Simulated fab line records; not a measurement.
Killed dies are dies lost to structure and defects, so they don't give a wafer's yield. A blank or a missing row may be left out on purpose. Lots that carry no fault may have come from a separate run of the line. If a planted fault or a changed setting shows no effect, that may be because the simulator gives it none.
Chamber matching | flow sky130 | SKY_CAPM_CVD_00 on pecvd-04 has 3 sister chambers
The step deposits SiO2, target thk 15.5 nm. 3 wafers are shown with their chamber, then 10 later ones without.

## WAFERS PAIRED WITH THEIR CHAMBERS
wafer  | chamber | heater-power-w (W)
L087.3 | 2       | 758
L089.2 | 1       | 763
L089.4 | 0       | 757

## WAFERS MISSING THEIR CHAMBER
wafer  | heater-power-w (W)
L089.5 | 751
L092.1 | 758
L092.3 | 708
L092.5 | 687
L094.1 | 816
L094.2 | 780
L094.3 | 737
L094.4 | 821
L094.5 | 795
L094.6 | 724

## WHICH CHAMBER EACH ONE RAN IN
wafer  | from the rows above          | in truth
L089.5 | can't be placed: 0 or 2 or 1 | 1
L092.1 | can't be placed: 2 or 0 or 1 | 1
L092.3 | can't be placed: 0 or 2 or 1 | 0
L092.5 | can't be placed: 0 or 2 or 1 | 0
L094.1 | can't be placed: 1 or 2 or 0 | 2
L094.2 | can't be placed: 1 or 2 or 0 | 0
L094.3 | can't be placed: 0 or 2 or 1 | 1
L094.4 | can't be placed: 1 or 2 or 0 | 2
L094.5 | can't be placed: 1 or 2 or 0 | 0
L094.6 | can't be placed: 0 or 2 or 1 | 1
0 of 10 placed correctly. From these rows, 10 cannot be placed; in 10 the true chamber is one of the candidates. Number placed wrongly: 0.
How it was worked out, from the rows above alone: a wafer's distance from a chamber is the root of the sum, over the readings, of the square of ((its reading less the chamber's mean) divided by the reading's scatter). The wafer belongs to the nearest chamber; if the next one is less than 2 further off, it can't be placed. A chamber's mean is the mean of its shown wafers. The scatter: with one shown wafer a chamber, the root of the mean of the squares of how far each hidden wafer lies from its nearest shown one.
